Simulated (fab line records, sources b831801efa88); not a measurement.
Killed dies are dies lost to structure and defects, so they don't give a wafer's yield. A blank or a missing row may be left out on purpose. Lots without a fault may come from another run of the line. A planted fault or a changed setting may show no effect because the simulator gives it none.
A struck lot beside a sound one | flow sky130 | 14 steps out of a route of 708
Sound: wafers L551.2, L551.3, L551.4. Struck: wafers L560.1, L560.3, L560.5. The cause comes at the end.
At each step with rows: each side's tool, then ch and its chambers, then its first start. Under that, the readings that differ: sound wafers | struck wafers | difference of the means | sigmas: that difference in standard deviations of wafers without a fault.
alike: readings whose means differ by less than 2 such deviations, and words and numbers that are the same on both sides. not compared: withheld readings, readings that some wafer has no value for, bounds like >300 that may hide the same value, and numbers for which the record gives no deviation and whose values overlap.
The two part at a step that has a row with sigmas, a row that says differs or no value, or rows on one side only. Numbers that don't overlap but have no deviation are shown without sigmas and don't part them. A reading that every wafer of one side lacks parts them only if that side has two wafers or more.

first, 4 steps without rows for these wafers: SKY_RES_XHIGH_EXPOSE_04 (exposes mask URPM, target cd 1270 nm); SKY_RES_XHIGH_PEB_05; SKY_RES_XHIGH_DEVELOP_06 (develop time 60 s); SKY_RES_XHIGH_IMPLANT_07.
SKY_RES_XHIGH_STRIP_08: strips in O2/N2.
  sound on plasma_asher-02 ch 0,1, day 29 15:23; struck on plasma_asher-03 ch 0,1, day 32 17:51
  alike: drypump_motor_current_A, oes_product_au, strip_time_to_endpoint_s
  not compared: rf_hours_counter_h
SKY_RES_XHIGH_TW_MEAS_09:
  sound on film_metro-03, day 29 15:29; struck on film_metro-03, day 32 17:57
  alike: RES_XHIGH_TW
then, 6 steps without rows for these wafers: SKY_SD_N_DEHYDRATE_00 (time 60 s); SKY_SD_N_HMDS_01 (prime time 60 s); SKY_SD_N_COAT_02 (resist thk 1140 nm); SKY_SD_N_SOFTBAKE_03 (time 60 s); SKY_SD_N_EXPOSE_04 (exposes mask NSDM, target cd 380 nm); SKY_SD_N_PEB_05.
SKY_SD_N_DEVELOP_06: develop time 60 s.
  sound on litho_track-01 ch 0, day 30 18:37; struck on litho_track-01, day 33 19:26
  no value came back on the struck wafers for chill_plate_temp_C (C), develop_time_s (s); on the sound wafers chill_plate_temp_C (C) reads 22.95 23.16 23.12
SKY_SD_N_CD_MEAS_07: target cd 380 nm.
  sound on cd_sem-02, day 30 18:46; struck on cd_sem-01, day 33 21:13
  reading    | sound             | struck | difference                    | sigmas
  cd_nm (nm) | 383.4 386.7 382.7 | - - -  | no value on the struck wafers |

WHERE THEY PART
First at SKY_SD_N_DEVELOP_06; last, within this record, at SKY_SD_N_CD_MEAS_07.

WHY: what the simulator had put in
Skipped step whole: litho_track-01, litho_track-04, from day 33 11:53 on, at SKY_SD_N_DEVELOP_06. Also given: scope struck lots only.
